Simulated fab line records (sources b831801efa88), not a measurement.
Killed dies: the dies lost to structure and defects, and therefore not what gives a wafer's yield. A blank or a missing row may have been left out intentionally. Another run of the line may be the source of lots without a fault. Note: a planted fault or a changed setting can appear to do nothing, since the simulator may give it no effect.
Shared-tool check -- flow gf180mcu -- Sampled: 14 lots, 51 wafers

== WHY THIS WAS OPENED ==
Flagged at GF_HV_LDD_CD_MEAS_19: reading cd_nm, on 3 of 14 lots. No-fault wafers: 400.2 nm, standard deviation 2.7.
Rule: a lot gets a flag if all its wafers with a number sit over 4 standard deviations from that mean, or if no wafer of it has a number. All remaining lots are regarded as sound.

lot,measured,on,"cd_nm (nm), wafer by wafer",flag
L935,day 10 21:14,cd_sem-01,402.6 403.4 404.3,
L936,day 11 03:57,cd_sem-02,395.7 395.0 397.7,
L937,day 11 15:20,cd_sem-01,399.7 402.0 402.9,
L940,day 12 13:31,cd_sem-02,402.5 403.8 402.6,
L941,day 12 20:29,cd_sem-02,399.3 399.9 400.2,
L942,day 13 02:09,cd_sem-01,395.4 397.7 395.5,
L945,day 14 04:14,cd_sem-01,399.2 398.4 399.4,
L947,day 15 02:07,cd_sem-01,302.0 301.9 301.8 302.8 301.9 301.8,FLAGGED
L948,day 15 05:16,cd_sem-02,402.8 403.3 402.9,
L949,day 15 09:24,cd_sem-02,307.7 303.8 305.5 307.7 303.7 305.9,FLAGGED
L950,day 15 19:16,cd_sem-01,308.2 308.7 306.9 307.8 308.6 306.7,FLAGGED
L954,day 17 06:28,cd_sem-02,399.6 400.9 402.1,
L955,day 17 12:12,cd_sem-01,396.8 395.7 396.5,
L957,day 18 00:01,cd_sem-01,400.6 401.9 399.7,
The numbers of the flagged lots are 305.2 nm on average: -95.0 nm against the usual, or -35 standard deviations.

== EACH LOT AND THE TOOL IT RAN ON ==
The record keeps 1 process step preceding the reading, out of 602 steps on the route. Read each cell as the tool, then ch plus the chambers that the sampled wafers visited, then the start.
lot,flag,GF_HV_LDD_DEVELOP_18
L935,,"litho_track-04 ch 0, day 10 21:05"
L936,,"litho_track-01 ch 0, day 11 03:48"
L937,,"litho_track-04 ch 0, day 11 15:11"
L940,,"litho_track-01 ch 0, day 12 13:22"
L941,,"litho_track-04 ch 0, day 12 20:20"
L942,,"litho_track-01 ch 0, day 13 02:00"
L945,,"litho_track-04 ch 0, day 14 04:05"
L947,FLAGGED,"litho_track-01 ch 0, day 15 01:58"
L948,,"litho_track-04 ch 0, day 15 05:08"
L949,FLAGGED,"litho_track-01 ch 0, day 15 09:15"
L950,FLAGGED,"litho_track-01 ch 0, day 15 19:07"
L954,,"litho_track-02 ch 0, day 17 06:20"
L955,,"litho_track-02 ch 0, day 17 12:03"
L957,,"litho_track-04 ch 0, day 17 23:53"
What these steps do:
- GF_HV_LDD_DEVELOP_18: develop time 60 s.
- GF_HV_LDD_CD_MEAS_19: target cd 400 nm.

== FLAGGED OVER TOTAL, TOOL BY TOOL (the gauges that took the reading come last) ==
step,tool,lots run,flagged,share of the flagged lots,sound lots run after its first flagged lot
GF_HV_LDD_DEVELOP_18,litho_track-01,6,3,all,0
GF_HV_LDD_DEVELOP_18,litho_track-02,2,0,none,-
GF_HV_LDD_DEVELOP_18,litho_track-04,6,0,none,-
GF_HV_LDD_CD_MEAS_19,cd_sem-01,8,2,some,"2 (L955,L957)"
GF_HV_LDD_CD_MEAS_19,cd_sem-02,6,1,some,1 (L954)

== WHAT THE TABLE ALLOWS ==
All flagged lots share 1 row of the table, namely litho_track-01 at GF_HV_LDD_DEVELOP_18.
- litho_track-01 at GF_HV_LDD_DEVELOP_18 ran 6 lots, 3 of them flagged. Its last sound lot is L942 (day 13 02:00), its first flagged lot L947 (day 15 01:58): a fault that began between those two fits.
litho_track-01 at GF_HV_LDD_DEVELOP_18 is the single tool remaining.

== WHAT HAD BEEN PUT IN BY THE SIMULATOR ==
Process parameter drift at GF_HV_LDD_DEVELOP_18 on litho_track-01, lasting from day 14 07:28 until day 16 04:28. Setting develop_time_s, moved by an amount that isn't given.
Shown lots that were struck: L947, L949, L950. This agrees with what the rule above found.
